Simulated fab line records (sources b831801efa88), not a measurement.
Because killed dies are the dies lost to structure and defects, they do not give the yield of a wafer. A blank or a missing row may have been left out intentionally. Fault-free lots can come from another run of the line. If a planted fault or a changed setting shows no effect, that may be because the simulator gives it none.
fab line records    flow sky130
record: lots: 12  wafers: 36  last-day: 49
route steps=708 shown METAL3@568 VIA3@594 VIA4@651 METAL5@675 PAD_OPEN@708
lots that met no fault: from a run of the same line without faults
start-h: start of the lot's first displayed wafer, in hours after the record's first day    wait-h: hours elapsed since this lot's preceding step    " same as the row above    L1.1+2: a row that stands for several wafers    - no value, or no start was given    * or withheld: withheld    < > ~ a bound
route shown NAME@n: a module of which the file shows steps, and the number in the route of the first    usual: average and standard deviation across the fault-free wafers    same: alike in all rows    chamber/n: place in a boat    sites: the reading at each site    _std_site: standard deviation of those values    _edge_site: the outer-site mean with the inner-site mean subtracted    radius-mm: how far each site lies from the wafer's centre    mask NAME#n: copy n    behind: tool/chamber where the wafer was last shaped    hold: cause of the lot's hold/its duration in hours/its outcome    device: which transistor (n, p or np) failed to switch    end of line: the route-end tests of the same wafers    for a step that has no rows: nothing shown but its recipe    killed: dies that structure and defects cost at the first sort, which is not the same as the wafer's yield    map: per-die view of a wafer (x killed, . not killed, _ where there is no die)
set.NAME: the setting as run; set.NAME@STEP: as run at that earlier step    model.NAME: the simulator's own value behind a step, which no gauge read
one table for each step of the route and one row for each wafer, over a sample of lots
services: the hour from which a tool's chamber was out of use, counted from the record's first day as start-h (under 0 if before that day), plus the number of hours and why
== steps ==
step: SKY_METAL3_METAL_ETCH_18
recipe: target-depth-a: 8450  stop-on: SiO2  over-etch-frac: 0.3  time-s: 183.1  chemistry: Cl2/BCl3  resist-sidewall-deg: 88  pressure-mtorr: 10  icp-w: 900  bias-w: 48.5  Cl2_flow_sccm: 60  bcl3-flow-sccm: 30
usual: drypump-motor-current-A: 5.5/0.62  mfc-cl2-sccm: 60.01/0.18  oes-product-au: 0.866/0.0057  throttle-valve-pct: 22.265/0.0088
lot.wafer  tool          chamber  start-h  wait-h  drypump-motor-current-A  mfc-cl2-sccm  oes-product-au  rf-hours-counter-h  throttle-valve-pct
L501.1     rie-metal-02  1        917.67   0.0     6.0                      60.28         0.862           14                  22.251
L501.3     "             1        "        "       6.0                      60.05         0.870           -                   22.266
L501.5     "             1        "        "       6.0                      59.92         0.862           -                   22.252
L502.1     rie-metal-03  1        918.15   0.0     5.9                      60.00         0.866           17                  22.262
L502.3     "             1        "        "       5.9                      60.04         0.864           -                   22.271
L502.5     "             1        "        "       5.9                      59.75         0.862           -                   22.255
L503.2     rie-metal-02  0        940.33   0.0     4.8                      59.56         0.870           3                   22.262
L503.4     "             0        "        "       4.8                      59.60         0.870           -                   22.266
L503.5     "             0        "        "       4.8                      59.90         0.870           -                   22.268
L504.1     rie-metal-02  0        941.68   0.0     4.7                      59.77         0.867           3                   22.252
L504.4     "             1        "        "       5.9                      59.98         0.870           -                   22.256
L504.6     "             0        "        "       4.8                      60.11         0.872           -                   22.260
L506.2     rie-metal-03  0        950.67   0.0     6.4                      60.03         0.868           16                  22.256
L506.3     "             0        "        "       6.4                      60.29         0.867           -                   22.264
L506.5     "             1        "        "       5.9                      60.04         0.866           -                   22.276
L510.3     rie-metal-01  1        963.63   0.1     5.0                      59.92         0.858           -                   22.257
L510.4     "             0        "        "       4.9                      60.01         0.869           -                   22.261
L510.6     "             0        "        "       4.9                      59.90         0.864           -                   22.263
L512.1     rie-metal-03  0        987.73   0.0     6.5                      60.33         0.870           18                  22.254
L512.3     "             1        "        "       5.9                      59.89         0.857           -                   22.259
L512.6     "             1        "        "       5.9                      60.12         0.862           -                   22.258
L514.1     rie-metal-03  1        989.83   0.0     5.9                      59.95         0.862           3                   22.267
L514.2     "             0        "        "       6.5                      60.18         0.876           18                  22.272
L514.4     "             0        "        "       6.4                      60.12         0.867           -                   22.253
L516.1     rie-metal-03  0        1024.71  0.0     6.4                      60.17         0.873           20                  22.244
L516.2     "             1        "        "       5.9                      60.00         0.874           5                   22.268
L516.4     "             0        "        "       6.5                      60.03         0.871           -                   22.258
L518.3     rie-metal-02  1        1025.01  0.1     5.9                      60.14         0.858           -                   22.257
L518.5     "             0        "        "       4.8                      59.74         0.872           -                   22.293
L518.6     "             1        "        "       5.9                      59.88         0.864           -                   22.261
L517.1     rie-metal-01  1        1025.18  0.0     5.1                      60.19         0.863           4                   22.271
L517.3     "             1        "        "       5.0                      60.07         0.862           -                   22.264
L517.6     "             0        "        "       4.9                      60.18         0.878           -                   22.281
L520.2     rie-metal-01  0        1033.98  0.0     4.9                      59.98         0.862           18                  22.281
L520.4     "             1        "        "       5.0                      59.72         0.866           -                   22.274
L520.6     "             1        "        "       5.0                      59.97         0.862           -                   22.263
step: SKY_VIA3_CVD_21
recipe: material: W  target-thk-nm: 390  time-s: 117.31  temp-c: 400  pressure-torr: 40
usual: heater-power-w: 925/130
lot.wafer  tool      chamber  start-h  wait-h  heater-power-w
L501.1     cvd-w-02  0        944.41   0.0     1143
L501.3     "         1        "        "       907
L501.5     "         0        "        "       1090
L502.1     cvd-w-01  1        945.02   0.0     843
L502.3     "         1        "        "       848
L502.5     "         0        "        "       755
L503.2     cvd-w-01  1        966.48   0.0     834
L503.4     "         1        "        "       849
L503.5     "         0        "        "       760
L504.1     cvd-w-01  1        968.33   0.0     856
L504.4     "         0        "        "       773
L504.6     "         1        "        "       864
L506.2     cvd-w-01  1        976.49   0.0     847
L506.3     "         0        "        "       779
L506.5     "         1        "        "       836
L510.3     cvd-w-01  1        990.15   0.1     845
L510.4     "         0        "        "       767
L510.6     "         1        "        "       849
L512.1     cvd-w-01  1        1012.94  0.0     864
L512.3     "         0        "        "       805
L512.6     "         0        "        "       770
L514.1     cvd-w-02  0        1015.14  0.0     1104
L514.2     "         1        "        "       924
L514.4     "         0        "        "       1111
L516.1     cvd-w-02  1        1049.28  0.0     914
L516.2     "         0        "        "       1115
L516.4     "         1        "        "       919
L518.3     cvd-w-02  1        1050.02  0.1     923
L518.5     "         1        "        "       921
L518.6     "         0        "        "       1124
L517.1     cvd-w-02  0        1050.26  0.0     1095
L517.3     "         0        "        "       1114
L517.6     "         1        "        "       911
L520.2     cvd-w-02  0        1058.33  0.0     1120
L520.4     "         0        "        "       1105
L520.6     "         0        "        "       1115
step: SKY_VIA4_ETCH_12
recipe: target: SiO2  chemistry: C4F8/O2/Ar  stop-on: TiN  mask-material: NOVOLAK  source-w: 1500  bias-w: 1248  pressure-mtorr: 40  c4f8-flow-sccm: withheld  O2_flow_sccm: 6  Ar_flow_sccm: 300  time-s: withheld  target-depth-a: 5800
usual: oes-product-au: 0.926/0.0048
lot.wafer  tool         chamber  start-h  wait-h  oes-product-au
L501.1     rie-diel-02  2        1018.16  0.0     0.933
L501.3     "            3        "        "       0.929
L501.5     "            1        "        "       0.929
L502.1     rie-diel-01  3        1019.06  0.0     0.922
L502.3     "            2        "        "       0.923
L502.5     "            2        "        "       0.938
L503.2     rie-diel-01  0        1036.86  0.0     0.924
L503.4     "            3        "        "       0.924
L503.5     "            3        "        "       0.924
L504.1     rie-diel-03  0        1038.87  0.0     0.929
L504.4     "            2        "        "       0.921
L504.6     "            2        "        "       0.925
L506.2     rie-diel-03  3        1047.41  0.0     0.928
L506.3     "            1        "        "       0.922
L506.5     "            0        "        "       0.925
L510.3     rie-diel-02  3        1058.61  0.0     0.930
L510.4     "            1        "        "       0.930
L510.6     "            0        "        "       0.929
L512.1     rie-diel-03  2        1080.22  0.0     0.928
L512.3     "            3        "        "       0.922
L512.6     "            2        "        "       0.920
L514.1     rie-diel-03  2        1083.31  0.0     0.923
L514.2     "            1        "        "       0.921
L514.4     "            0        "        "       0.923
L516.1     rie-diel-02  0        1115.62  0.0     0.919
L516.2     "            3        "        "       0.928
L516.4     "            1        "        "       0.923
L518.3     rie-diel-02  1        1116.61  0.0     0.927
L518.5     "            3        "        "       0.924
L518.6     "            2        "        "       0.922
L517.1     rie-diel-03  0        1116.91  0.0     0.920
L517.3     "            3        "        "       0.919
L517.6     "            3        "        "       0.935
L520.2     rie-diel-02  2        1125.01  0.0     0.927
L520.4     "            3        "        "       0.928
L520.6     "            3        "        "       0.919
step: SKY_METAL5_DESCUM_14
recipe: chemistry: O2  source-power-w: 150  bias-power-w: 0  pressure-mtorr: 10  temp-c: 40  time-s: 11
usual: drypump-motor-current-A: 5.6/0.52  oes-product-au: 1.003/0.012
lot.wafer  tool          chamber  start-h  wait-h  drypump-motor-current-A  oes-product-au  rf-hours-counter-h
L501.1     rie-metal-04  0        1041.77  0.1     5.7                      1.021           10
L501.3     "             0        "        "       5.6                      1.017           -
L501.5     "             1        "        "       5.5                      1.009           -
L502.1     rie-metal-03  0        1042.92  0.1     6.5                      0.983           21
L502.3     "             1        "        "       5.9                      1.006           -
L502.5     "             0        "        "       6.5                      0.994           -
L503.2     rie-metal-01  0        1059.57  0.1     4.9                      1.003           20
L503.4     "             1        "        "       5.1                      0.990           -
L503.5     "             0        "        "       4.9                      0.992           -
L504.1     rie-metal-01  0        1061.78  0.1     4.9                      0.988           20
L504.4     "             1        "        "       5.1                      0.996           -
L504.6     "             1        "        "       5.0                      0.988           -
L506.2     rie-metal-01  0        1068.57  0.1     4.9                      0.988           20
L506.3     "             1        "        "       5.0                      0.992           -
L506.5     "             1        "        "       5.1                      0.986           -
L510.3     rie-metal-03  1        1081.13  0.1     5.9                      1.014           -
L510.4     "             0        "        "       6.5                      0.987           -
L510.6     "             1        "        "       5.9                      1.007           -
L512.1     rie-metal-01  0        1102.52  0.1     4.9                      1.008           24
L512.3     "             1        "        "       5.0                      0.998           -
L512.6     "             0        "        "       4.9                      1.007           -
L514.1     rie-metal-03  1        1105.27  0.1     5.9                      1.012           12
L514.2     "             0        "        "       6.4                      0.999           2
L514.4     "             0        "        "       6.4                      0.984           -
L516.1     rie-metal-04  0        1136.22  0.1     5.6                      1.006           18
L516.2     "             1        "        "       5.5                      1.012           10
L516.4     "             1        "        "       5.5                      1.005           -
L518.3     rie-metal-04  1        1137.29  0.1     5.5                      1.017           -
L518.5     "             0        "        "       5.7                      1.017           -
L518.6     "             1        "        "       5.5                      1.024           -
L517.1     rie-metal-03  0        1137.32  0.1     6.4                      0.998           5
L517.3     "             1        "        "       5.9                      1.022           -
L517.6     "             0        "        "       6.4                      0.993           -
L520.2     rie-metal-03  0        1144.77  0.1     6.5                      0.988           5
L520.4     "             0        "        "       6.5                      0.982           -
L520.6     "             0        "        "       6.5                      0.984           -
step: SKY_PAD_OPEN_PROBE_99
usual: defect-limited-yield: 82.3/1.9  killed_at_M0_to_M3: 44/7.3  killed_at_M4_up: 3.4/1.7  killed-at-contacts: 24/5.3  killed-at-front-end: 15/4.1  killed-at-other: 0.4/0.68  killed-dies: 87/9.5  killed-open: 48/7.1  killed-short: 39/5.8  sort_bin_3_pad_short: 0.8/0.39  sort_bin_5_function: 10.4/1.4  sort_bin_6_memory: 6.5/1.1  sort-n-pass: 405/9.5  sort-yield-pct: 82.3/1.9
same: gross-dies: 492  killed-at-back-side: 0  sort_bin_4_leakage[%]: 0  sort_bin_8_speed[%]: 0
lot.wafer  tool       chamber  start-h  wait-h  defect-limited-yield[%]  killed_at_M0_to_M3  killed_at_M4_up  killed-at-contacts  killed-at-front-end  killed-at-other  killed-dies  killed-open  killed-short  sort_bin_3_pad_short[%]  sort_bin_5_function[%]  sort_bin_6_memory[%]  sort-n-pass  sort-yield-pct[%]
L510.3     prober-01  -        1126.05  0.2     85.2                     29                  4                18                  21                   1                73           38           35            0.8                      8.5                     5.5                   419          85.2
L510.4     prober-01  -        1126.10  0.2     80.3                     46                  4                39                  8                    0                97           55           42            1.4                      10.8                    7.5                   395          80.3
L510.6     prober-01  -        1126.20  0.2     82.5                     42                  3                27                  14                   0                86           38           47            0.8                      10.2                    6.5                   406          82.5
L512.1     prober-02  -        1144.34  0.1     84.1                     37                  4                23                  13                   1                78           39           38            0.6                      9.3                     5.9                   414          84.1
L512.3     prober-02  -        1144.44  0.2     85.0                     39                  4                14                  16                   1                74           36           38            1.4                      9.8                     3.9                   418          85.0
L512.6     prober-02  -        1144.59  0.2     82.7                     46                  4                19                  16                   0                85           45           38            0.4                      7.9                     8.9                   407          82.7
L514.1     prober-01  -        1147.59  0.1     75.8                     77                  2                29                  11                   0                119          43           36            1.8                      16.1                    6.3                   373          75.8
L514.2     prober-01  -        1147.64  0.1     76.0                     72                  5                29                  12                   0                118          36           42            2.2                      15.4                    6.3                   374          76.0
L514.4     prober-01  -        1147.74  0.2     73.4                     90                  3                21                  17                   0                131          43           42            2.6                      16.7                    7.3                   361          73.4
L516.1     prober-01  -        1175.14  0.1     72.4                     91                  5                25                  15                   0                136          46           42            2.8                      17.5                    7.3                   356          72.4
L516.2     prober-01  -        1175.19  0.1     76.0                     76                  4                26                  12                   0                118          48           32            2.0                      15.7                    6.3                   374          76.0
L516.4     prober-01  -        1175.29  0.2     71.7                     98                  3                23                  15                   0                139          48           43            1.6                      19.1                    7.5                   353          71.7
killed by level:class
L510.3 VIA1:geometric-particle:open=8 POLY_GATE:geometric-particle:open=5 CONTACT:geometric-particle:open=5 FIELD_ISO:geometric-particle:short=4 POLY_GATE:geometric-particle:short=4 POLY_CUT:geometric-particle:short=4 LOCAL_INTERCONNECT:geometric-particle:short=4 METAL1:geometric-particle:short=4
L510.4 VIA3:geometric-particle:open=12 CONTACT:geometric-particle:open=12 LI_CONTACT:geometric-particle:open=10 CONTACT:geometric-particle:short=10 VIA1:geometric-particle:open=9 VIA1:geometric-particle:short=6 METAL1:geometric-particle:short=5 LI_CONTACT:geometric-particle:short=4
L510.6 CONTACT:geometric-particle:open=14 METAL1:geometric-particle:short=9 VIA1:geometric-particle:open=7 CONTACT:geometric-particle:short=6 VIA1:geometric-particle:short=6 VIA2:geometric-particle:open=6 POLY_GATE:geometric-particle:short=5 LI_CONTACT:geometric-particle:open=4
L512.1 METAL2:geometric-particle:short=10 CONTACT:geometric-particle:open=8 VIA3:geometric-particle:open=8 VIA1:geometric-particle:open=6 LI_CONTACT:geometric-particle:short=5 LI_CONTACT:geometric-particle:open=5 FIELD_ISO:geometric-particle:open=4 METAL1:geometric-particle:short=3
L512.3 VIA1:geometric-particle:open=9 VIA1:geometric-particle:short=6 VIA3:geometric-particle:open=6 FIELD_ISO:geometric-particle:open=5 VIA2:geometric-particle:short=5 POLY_GATE:geometric-particle:short=4 CONTACT:geometric-particle:open=4 METAL4:geometric-particle:short=4
L512.6 VIA1:geometric-particle:open=14 CONTACT:geometric-particle:open=9 METAL1:geometric-particle:short=7 VIA3:geometric-particle:open=6 VIA2:geometric-particle:open=4 METAL3:geometric-particle:short=4 FIELD_ISO:geometric-particle:short=3 POLY_GATE:geometric-particle:short=3
L514.1 METAL3:unspecified=40 LI_CONTACT:geometric-particle:open=10 LI_CONTACT:geometric-particle:short=7 CONTACT:geometric-particle:open=7 METAL1:geometric-particle:short=7 VIA3:geometric-particle:open=7 VIA1:geometric-particle:open=5 VIA3:geometric-particle:short=5
L514.2 METAL3:unspecified=40 LI_CONTACT:geometric-particle:open=9 METAL1:geometric-particle:short=7 CONTACT:geometric-particle:open=6 VIA1:geometric-particle:open=6 VIA1:geometric-particle:short=5 LI_CONTACT:geometric-particle:short=5 METAL4:geometric-particle:short=5
L514.4 METAL3:unspecified=45 VIA2:geometric-particle:open=13 METAL1:geometric-particle:short=9 VIA1:geometric-particle:open=8 FIELD_ISO:geometric-particle:short=7 CONTACT:geometric-particle:open=6 CONTACT:geometric-particle:short=6 LI_CONTACT:geometric-particle:open=5
L516.1 METAL3:unspecified=46 CONTACT:geometric-particle:open=9 LI_CONTACT:geometric-particle:open=8 METAL1:geometric-particle:short=8 VIA1:geometric-particle:open=8 VIA3:geometric-particle:open=7 VIA2:geometric-particle:open=6 LOCAL_INTERCONNECT:geometric-particle:short=5
L516.2 METAL3:unspecified=37 CONTACT:geometric-particle:open=9 VIA1:geometric-particle:open=9 LI_CONTACT:geometric-particle:open=7 METAL1:geometric-particle:open=5 METAL1:geometric-particle:short=5 VIA3:geometric-particle:open=4 FIELD_ISO:geometric-particle:open=3
L516.4 METAL3:unspecified=48 VIA1:geometric-particle:open=11 VIA2:geometric-particle:open=10 POLY_GATE:geometric-particle:open=6 CONTACT:geometric-particle:open=6 LI_CONTACT:geometric-particle:open=6 VIA1:geometric-particle:short=6 LI_CONTACT:geometric-particle:short=5
== services ==
tool          chamber  start-h  hours  kind
rie-diel-02   2        899.55   14.0   repair
rie-diel-03   3        901.98   11.4   repair
rie-diel-02   3        902.73   4.0    repair
cvd-w-01      -        904.00   14.0   pm
rie-metal-03  -        921.76   2.8    pm
rie-metal-02  -        940.59   1.0    repair
rie-metal-02  1        947.69   1.9    repair
rie-metal-02  -        949.61   2.4    repair
rie-metal-02  -        950.11   0.3    repair
rie-diel-03   -        955.67   0.3    repair
rie-diel-03   0        969.00   10.6   repair
rie-diel-03   -        972.73   0.4    repair
cvd-w-02      1        999.41   4.8    repair
cvd-w-01      -        1026.86  6.9    pm
cvd-w-01      -        1046.43  14.6   pm
rie-diel-03   -        1054.29  0.5    repair
cvd-w-02      -        1061.03  6.0    pm
rie-metal-01  -        1070.59  0.5    repair
cvd-w-01      0        1080.13  4.2    repair
rie-diel-03   2        1084.64  11.3   repair
cvd-w-01      -        1106.83  2.8    pm
cvd-w-02      0        1116.26  4.5    repair
rie-diel-02   3        1128.88  3.5    repair
cvd-w-01      0        1128.91  10.5   repair
== key ==
first-sign: step: SKY_PAD_OPEN_PROBE_99  reading: killed_at_M0_to_M3  direction: up  sigmas: 5.4  usual: 44  struck: 84
effect: step: SKY_PAD_OPEN_PROBE_99  reading: sort_bin_5_function  direction: up  sigmas: 4.6  usual: 10.4  struck: 16.7
met-at SKY_METAL3_METAL_ETCH_18
struck-lots L514,L516
not-acting-at SKY_VIA3_CVD_21,SKY_VIA4_ETCH_12,SKY_METAL5_DESCUM_14
onset-between 987.73 989.83
fault: kind: chamber-particle-source  tool: rie-metal-03  chamber: -  onset-h: 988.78  steps: SKY_METAL3_METAL_ETCH_18  rate-per-visit-cm2: 0.51699  end-h: 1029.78
